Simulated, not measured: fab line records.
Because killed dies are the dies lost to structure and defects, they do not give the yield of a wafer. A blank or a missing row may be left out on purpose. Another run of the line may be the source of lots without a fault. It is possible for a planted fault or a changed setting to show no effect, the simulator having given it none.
Chamber matching    flow sky130    SKY_POLY_CUT_ETCH_10 on rie diel-03 has 4 sister chambers
The step etches BARC in N2/H2, stops on SiO2, time 45.9 s, target depth 60 nm. 16 wafers are shown with their chamber, then 8 later ones without.

## WAFERS WITH THEIR CHAMBER
wafer   chamber  drypump motor current A (A)  throttle valve pct (%)  oes product au (a.u.)
L079.1  2        5.1                          13.206                  0.861
L079.3  1        5.8                          13.222                  0.860
L079.5  0        5.7                          13.204                  0.849
L082.4  0        5.6                          13.224                  0.856
L082.5  0        5.7                          13.238                  0.856
L082.6  1        5.8                          13.225                  0.855
L084.1  1        5.8                          13.217                  0.857
L084.2  0        5.7                          13.235                  0.858
L084.6  3        5.1                          13.216                  0.859
L083.1  2        5.1                          13.223                  0.859
L083.3  3        5.1                          13.224                  0.855
L083.5  0        5.6                          13.225                  0.855
L086.1  2        5.1                          13.226                  0.850
L086.4  1        5.8                          13.231                  0.853
L086.6  3        5.1                          13.241                  0.856
L087.3  0        5.6                          13.224                  0.850

SIGNATURES, as means of the wafers listed above
reading                  chamber 0  chamber 1  chamber 2  chamber 3  scatter within a chamber
drypump motor current A  5.650      5.800      5.100      5.100      0.0354
throttle valve pct       13.22500   13.22375   13.21833   13.22700   0.0107
oes product au           0.85400    0.85625    0.85667    0.85667    0.00376
Rule: a wafer's distance from a chamber is the root of the sum, over the readings, of the square of ((its reading less the chamber's mean) divided by the reading's scatter). The wafer belongs to the nearest chamber; if the next one is less than 2 further off, it can't be placed. The scatter is the square root of a quotient: the sum, over the shown wafers, of each reading's squared deviation from its chamber's mean, divided by wafers minus chambers.

## WAFERS WHOSE CHAMBER IS MISSING
wafer   drypump motor current A (A)  throttle valve pct (%)  oes product au (a.u.)
L087.5  5.7                          13.215                  0.854
L087.6  5.8                          13.231                  0.847
L091.1  5.8                          13.223                  0.855
L091.5  5.7                          13.220                  0.850
L091.6  5.8                          13.216                  0.860
L096.1  5.1                          13.220                  0.853
L096.3  5.1                          13.236                  0.852
L096.4  5.8                          13.213                  0.858

## WHICH CHAMBER EACH ONE RAN IN
wafer   from the rows above      in truth
L087.5  can't be placed: 0 or 1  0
L087.6  1                        1
L091.1  1                        1
L091.5  can't be placed: 0 or 1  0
L091.6  1                        1
L096.1  can't be placed: 2 or 3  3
L096.3  can't be placed: 3 or 2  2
L096.4  1                        1
4 of 8 placed correctly. Cannot be placed on the basis of these rows: 4; the candidates contain the true chamber in 4. Number placed wrongly: 0.
